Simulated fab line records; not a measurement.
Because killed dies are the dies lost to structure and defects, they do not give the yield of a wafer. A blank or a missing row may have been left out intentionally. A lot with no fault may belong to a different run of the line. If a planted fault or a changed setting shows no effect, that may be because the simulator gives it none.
Chamber matching | flow sky130 | SKY_LI_CONTACT_CMP_24 on cmp-02: 4 sister chambers
The step polishes, stops on PSG, t overpolish 20 s, target thk 0 nm. 8 wafers are shown with their chamber, then 8 later ones without.

## WAFERS, EACH WITH ITS CHAMBER
wafer  | chamber | motor-current-A (A) | time-to-endpoint-s (s)
L986.1 | 3       | 10.2                | 98
L995.1 | 2       | 9.6                 | 96
L995.4 | 0       | 10.0                | 97
L995.6 | 0       | 10.2                | 96
L996.2 | 1       | 10.9                | 94
L996.3 | 2       | 8.7                 | 98
L996.6 | 3       | 10.3                | 92
L997.2 | 1       | 10.6                | 95

## WAFERS MISSING THEIR CHAMBER
wafer  | motor-current-A (A) | time-to-endpoint-s (s)
L997.3 | 9.3                 | 97
L997.5 | 8.9                 | 93
L999.2 | 8.9                 | 103
L999.4 | 10.4                | 104
L999.6 | 9.4                 | 98
L101.1 | 10.4                | 97
L101.4 | 9.9                 | 99
L101.5 | 10.2                | 93

## THE CHAMBER EACH PASSED THROUGH
wafer  | from the rows above               | in truth
L997.3 | can't be placed: 2 or 0           | 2
L997.5 | can't be placed: 2 or 0           | 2
L999.2 | can't be placed: 2 or 0           | 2
L999.4 | can't be placed: 0 or 3 or 1 or 2 | 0
L999.6 | can't be placed: 2 or 0 or 3      | 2
L101.1 | can't be placed: 0 or 3 or 1      | 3
L101.4 | can't be placed: 0 or 3 or 2 or 1 | 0
L101.5 | can't be placed: 3 or 0 or 1      | 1
Correctly placed: 0 of 8. Unplaceable from these rows: 8, with the true chamber sitting among the candidates in 8. Placed wrongly: 0.
How it was worked out, from the rows above alone: a wafer's distance from a chamber is the root of the sum, over the readings, of the square of ((its reading less the chamber's mean) divided by the reading's scatter). The wafer belongs to the nearest chamber; if the next one is less than 2 further off, it can't be placed. The mean given for a chamber averages the wafers shown for that chamber. The scatter: the root of (the sum of the squares of (reading less its chamber's mean) over the shown wafers, divided by (wafers less chambers)).
